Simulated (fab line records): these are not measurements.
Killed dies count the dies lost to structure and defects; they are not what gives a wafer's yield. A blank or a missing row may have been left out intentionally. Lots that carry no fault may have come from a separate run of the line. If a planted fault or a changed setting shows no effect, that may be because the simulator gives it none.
Struck lot and sound lot, side by side ; flow sky130 ; 17 out of 708 route steps
Sound: these wafers, L567.3, L567.5, L567.6. The struck wafers were L581.2, L581.3, L581.5. The cause comes at the end.
Each step with rows lists, per side, the tool, then ch with its chambers, then its first start. Under that, the readings that differ: sound wafers ; struck wafers ; difference of the means ; sigmas: that difference in standard deviations of wafers without a fault.
alike: readings with means less than 2 such deviations apart, plus words and numbers identical on both sides. not compared: withheld readings, readings lacking a value on some wafer, bounds such as >300 that could conceal the same value, and numbers that have no deviation in the record and whose values overlap.
Wherever a step has rows on one side only, a row that says differs or no value, or a row with sigmas, the two part there. Non-overlapping numbers with no deviation appear without sigmas and do not part them. Lack of a reading on every wafer of one side parts them only where that side has two or more wafers.

first, 1 step without rows for these wafers: SKY_VT_ADJUST_LVTN_IMPLANT_19.
SKY_VT_ADJUST_LVTN_STRIP_20: strips in O2/N2.
  sound on plasma_asher-04 ch 0,1, day 8 08:37; struck on plasma_asher-02 ch 0,1, day 11 18:56
reading;sound;struck;difference;sigmas
strip_time_to_endpoint_s (s);14.26 14.23 14.24;14.15 14.11 14.11;-0.12;-3
  alike: chamber_pressure_mTorr, drypump_motor_current_A, oes_product_au
  not compared: rf_hours_counter_h
SKY_VT_ADJUST_LVTN_TW_MEAS_21:
  struck on film_metro-01, day 11 19:03; sound on film_metro-01, day 8 08:43
  alike: VT_ADJUST_LVTN_2_TW
then, 7 steps without rows for these wafers: SKY_VT_ADJUST_NCORE_DEHYDRATE_00 (time 60 s); SKY_VT_ADJUST_NCORE_HMDS_01 (prime time 60 s); SKY_VT_ADJUST_NCORE_COAT_02 (resist thk 1140 nm); SKY_VT_ADJUST_NCORE_SOFTBAKE_03 (time 60 s); SKY_VT_ADJUST_NCORE_EXPOSE_04 (exposes mask LVTN COMPLEMENT THIN, target cd 380 nm); SKY_VT_ADJUST_NCORE_PEB_05; SKY_VT_ADJUST_NCORE_DEVELOP_06 (develop time 60 s).
SKY_VT_ADJUST_NCORE_CD_MEAS_07: target cd 380 nm.
  struck on cd_sem-01, day 12 18:27; sound on cd_sem-01, day 9 06:01
  alike: cd_nm
SKY_VT_ADJUST_NCORE_OVL_MEAS_08:
  struck on overlay-01, day 12 18:33; sound on overlay-01, day 9 06:06
  alike: VT_ADJUST_NCORE_OVL
SKY_VT_ADJUST_NCORE_IMPLANT_09:
  sound on implanter-01 ch 0, day 9 06:10; struck on implanter-01 ch 0, day 12 18:37
reading;sound;struck;difference;sigmas
dose_ions_cm2;2.3974e+12 2.3997e+12 2.398e+12;1.0066e+12 1.0059e+12 1.0067e+12;-1.3920e+12;-99 or more
faraday_current_uA;13.48 13.54 13.39;5.69 5.56 5.74;-7.81;-29
SKY_VT_ADJUST_NCORE_STRIP_10: strips in O2/N2.
  sound on plasma_asher-03 ch 0,1, day 9 06:19; struck on plasma_asher-03 ch 0,1, day 12 18:44
  alike: chamber_pressure_mTorr, drypump_motor_current_A, oes_product_au, strip_time_to_endpoint_s
  not compared: rf_hours_counter_h
SKY_VT_ADJUST_NCORE_TW_MEAS_11:
  struck on film_metro-02, day 12 18:50; sound on film_metro-03, day 9 06:23
reading;sound;struck;difference;sigmas
VT_ADJUST_NCORE_TW;219.1 219.3 219.9;169.4 169.5 169.6;-49.9;-25
then, 1 step without rows for these wafers: SKY_VT_ADJUST_HVTR_DEHYDRATE_00 (time 60 s).
-- the record jumps here: 37 days lie between the struck wafers' starts before and after (it left off in module VT_ADJUST_HVTR and takes up again in module PAD_OPEN, whose first step shown is number 708 of the route) --
SKY_PAD_OPEN_PROBE_99:
  struck on prober-01, day 49 10:11; sound on prober-01, day 46 14:17
reading;sound;struck;difference;sigmas
model.etest.nfet_16v.r_on_ohm_um;1.434e+04 1.409e+04 1.424e+04;1.212e+04 1.223e+04 1.205e+04;-2.090e+03;
model.etest.pfet_16v.r_on_ohm_um;1.528e+04 1.524e+04 1.558e+04;1.678e+04 1.696e+04 1.691e+04;+1.517e+03;
model.etest.pfet_g5v0d10v5.r_on_ohm_um;4802 4796 4794;5468 5474 5446;+665;
model.etest.tip_p.rs_ohm_sq;6924 6888 6866;7440 7474 7458;+565;
model.etest.pfet_01v8.r_on_ohm_um;2850 2878 2898;3136 3270 3226;+335;
model.etest.res_pwell_under_gate.rs_ohm_sq;2275 2288 2294;2480 2484 2485;+197;
model.etest.nfet_g5v0d10v5.r_on_ohm_um;1886 1901 1902;1716 1751 1722;-167;
model.etest.tip_p_5v.rs_ohm_sq;2850 2853 2882;2997 3003 2977;+131;
  alike: killed_at_M0_to_M3, killed_at_M4_up, killed_at_contacts, killed_at_front_end, killed_at_other, killed_dies, killed_open, killed_short

WHERE THEY PART
Last at SKY_VT_ADJUST_NCORE_TW_MEAS_11 as far as this record goes, first at SKY_VT_ADJUST_LVTN_STRIP_20. Later steps at which nothing parts them and some readings are alike: SKY_PAD_OPEN_PROBE_99.

WHY: whatever the simulator had introduced
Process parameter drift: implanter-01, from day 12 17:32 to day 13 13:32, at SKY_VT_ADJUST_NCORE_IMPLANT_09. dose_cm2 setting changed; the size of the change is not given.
